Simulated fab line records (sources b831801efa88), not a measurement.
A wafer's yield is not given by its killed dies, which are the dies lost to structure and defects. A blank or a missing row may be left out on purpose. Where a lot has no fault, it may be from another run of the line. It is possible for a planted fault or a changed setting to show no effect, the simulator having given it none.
A lot that was struck, set against a sound lot	flow gf180mcu	15 out of 602 route steps
Sound: these wafers, L272.4, L272.5, L272.6. Struck: wafer L287.4. (L287.2, L287.3 of the same lot were not struck and are left out.) The cause comes at the end.
Each step with rows lists, per side, the tool, then ch with its chambers, then its first start. Under that, the readings that differ: sound wafers	struck wafers	difference of the means	sigmas: that difference in standard deviations of wafers without a fault.
alike: a reading whose means differ by less than 2 such deviations, as well as words and numbers matching on both sides. not compared: withheld readings; readings where some wafer has no value; bounds like >300 that might hide an equal value; numbers whose values overlap and for which the record gives no deviation.
Wherever a step has rows on one side only, a row that says differs or no value, or a row with sigmas, the two part there. Numbers that have no deviation but don't overlap get no sigmas and don't part them. A reading that every wafer of one side lacks parts them only if that side has two wafers or more.

first, 4 steps without rows for these wafers: GF_V2_SOFTBAKE_10 (time 60 s); GF_V2_EXPOSE_11 (exposes mask Via2, target cd 260 nm); GF_V2_PEB_12 (peb time 90 s); GF_V2_DEVELOP_13 (develop time 60 s).
GF_V2_CD_MEAS_14: the cd target is 260 nm.
  struck on cdSem-02, day 26 11:47; sound on cdSem-02, day 21 10:10
  alike: cdNm
GF_V2_OVL_MEAS_15:
  struck on overlay-01, day 26 11:53; sound on overlay-01, day 21 10:14
  alike: V2_OVL
GF_V2_ETCH_16: etches BARC in N2/H2.
  sound on rieDiel-04 ch 0,2,3, day 21 10:16; struck on rieDiel-02 ch 3, day 26 11:55
  alike: drypumpMotorCurrentA, oesProductAu, throttleValvePct
GF_V2_ETCH_17: etches SiO2 in C4F8/O2/Ar, stops on TiN, target depth 630 nm.
  sound: rieDiel-04 ch 0,2,3; struck: rieDiel-02 ch 3
  alike: oesProductAu
GF_V2_STRIP_18: strips in O2/N2.
  sound on plasmaAsher-04 ch 0,1, day 21 10:26; struck on plasmaAsher-04 ch 0, day 26 12:02
  alike: drypumpMotorCurrentA, heaterPowerW, oesProductAu
  not compared: rfHoursCounterH
then, 2 steps without rows for these wafers: GF_V2_STRIP_19 (strips in post etch residue remover, time 1200 s); GF_V2_CLEAN_20 (cleans in DIW).
GF_V2_SPUTTER_21: material Ti, target thk 15 nm, time 80.02 s.
  struck on pvdSputter-04, day 26 12:36; sound on pvdSputter-04, day 21 10:56
  alike: throttleValvePct
GF_V2_SPUTTER_22: material TiN, target thk 10 nm, time 40 s.
  struck on pvdSputter-04, day 26 12:40; sound on pvdSputter-04, day 21 10:59
reading	sound	struck	difference	sigmas
model.TiN_of_V2_SPUTTER_22.thkNm (nm)	10.06 10.04 10.02	16.82	+6.78	
  alike: throttleValvePct
GF_V2_CVD_23: deposits W, target thk 350 nm, time 104.94 s.
  sound on cvdW-02 ch 0,1, day 21 11:04; struck on cvdW-02 ch 0, day 26 12:44
  alike: heaterPowerW
GF_PASSIVATION_PROBE_99:
  the record holds rows for the sound wafers here (prober-01, day 29 23:39) but none for the struck ones

## WHERE THEY PART
At GF_PASSIVATION_PROBE_99 and nowhere else, as far as this record goes.

WHY: what the simulator had put in
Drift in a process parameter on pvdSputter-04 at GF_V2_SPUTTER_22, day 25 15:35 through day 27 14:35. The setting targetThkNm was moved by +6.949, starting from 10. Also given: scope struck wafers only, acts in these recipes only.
